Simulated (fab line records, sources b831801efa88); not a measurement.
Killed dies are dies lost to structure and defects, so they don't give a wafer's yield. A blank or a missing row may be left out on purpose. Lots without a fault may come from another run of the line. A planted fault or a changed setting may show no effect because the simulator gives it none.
One fault seen from 2 desks | flow sky130 | each desk has only its own numbers; what lay behind them comes last

THE METROLOGY DESK
What the gauges read, lot by lot, whatever tool the lot ran on: means of the sampled wafers that have a number. A lot is out of limits, marked OUT, if its mean lies more than 4 standard deviations from the usual mean; the brackets give that distance.
Columns: A = NWELL_2_TW at SKY_NWELL_TW_MEAS_26, usual 492; B = SPACER_CVD_00_THK at SKY_SPACER_THK_MEAS_01, usual 43.0 nm; C = LOCAL_INTERCONNECT_OVL at SKY_LOCAL_INTERCONNECT_OVL_MEAS_12, usual 1 nm
lot  | first seen here | A   | B              | C
L793 | day 5 17:08     | 497 | 42.6           | -2
L794 | day 5 19:20     | 496 | 43.4           | 4
L795 | day 5 23:25     | 495 | 42.9           | 4
L796 | day 6 05:41     | 495 | 42.8           | -2
L800 | day 7 04:58     | 493 | 37.4 (-16) OUT | 0
L801 | day 7 15:02     | 490 | 37.3 (-16) OUT | -4
L809 | day 9 16:12     | 496 | 43.2           | -1
L810 | day 10 00:50    | 493 | 43.0           | 0
L812 | day 10 12:38    | 492 | 42.8           | -2
L813 | day 10 17:02    | 486 | 43.0           | 6
L815 | day 11 02:29    | 489 | 42.9           | 5
This desk's finding: out of limits on L800, L801; first on L800, day 25 20:07 (SPACER_CVD_00_THK at SKY_SPACER_THK_MEAS_01). In limits: L793, L794, L795, L796, L809, L810, L812, L813, L815.

THE TOOL OWNER'S DESK: lpcvd-02
The tool's own readings at SKY_SPACER_CVD_00 (deposits Si3N4 from DCS/NH3, target thk 43.1 nm, time 740 s): means of the sampled wafers that have a number, for each lot that ran on this tool. A lot is out of limits, marked OUT, if its mean lies more than 4 standard deviations from the usual mean; the brackets give that distance.
Columns: A = pressure_mtorr at SKY_SPACER_CVD_00, usual 250.0 mTorr
lot  | first seen here | A
L793 | day 23 09:27    | 249.9
L794 | day 23 17:11    | 250.6
L796 | day 24 07:20    | 250.2
L795 | day 24 08:32    | 250.1
L800 | day 25 18:54    | 249.4
L801 | day 26 04:51    | 250.7
L809 | day 29 01:53    | 249.9
L810 | day 29 13:53    | 249.6
L812 | day 30 11:23    | 249.8
L813 | day 31 00:27    | 250.5
L815 | day 31 00:27    | 250.8
This desk's finding: nothing out of limits on any of the 11 lots.

PUT TOGETHER
The metrology desk could have raised an alarm at day 25 20:07, on L800, L801.
The tool owner's desk saw nothing out of limits.
The tool owner's desk has L800, L801 on record, within its limits.
Of the lots named, all ran SKY_SPACER_CVD_00 on lpcvd-02.

WHAT THE SIMULATOR HAD PUT IN
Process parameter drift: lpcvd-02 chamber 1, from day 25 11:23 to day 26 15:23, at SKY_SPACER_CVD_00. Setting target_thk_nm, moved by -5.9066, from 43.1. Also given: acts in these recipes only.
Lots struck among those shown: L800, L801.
Hours from the fault's start to each desk's first reading out of limits: the metrology desk, 9.
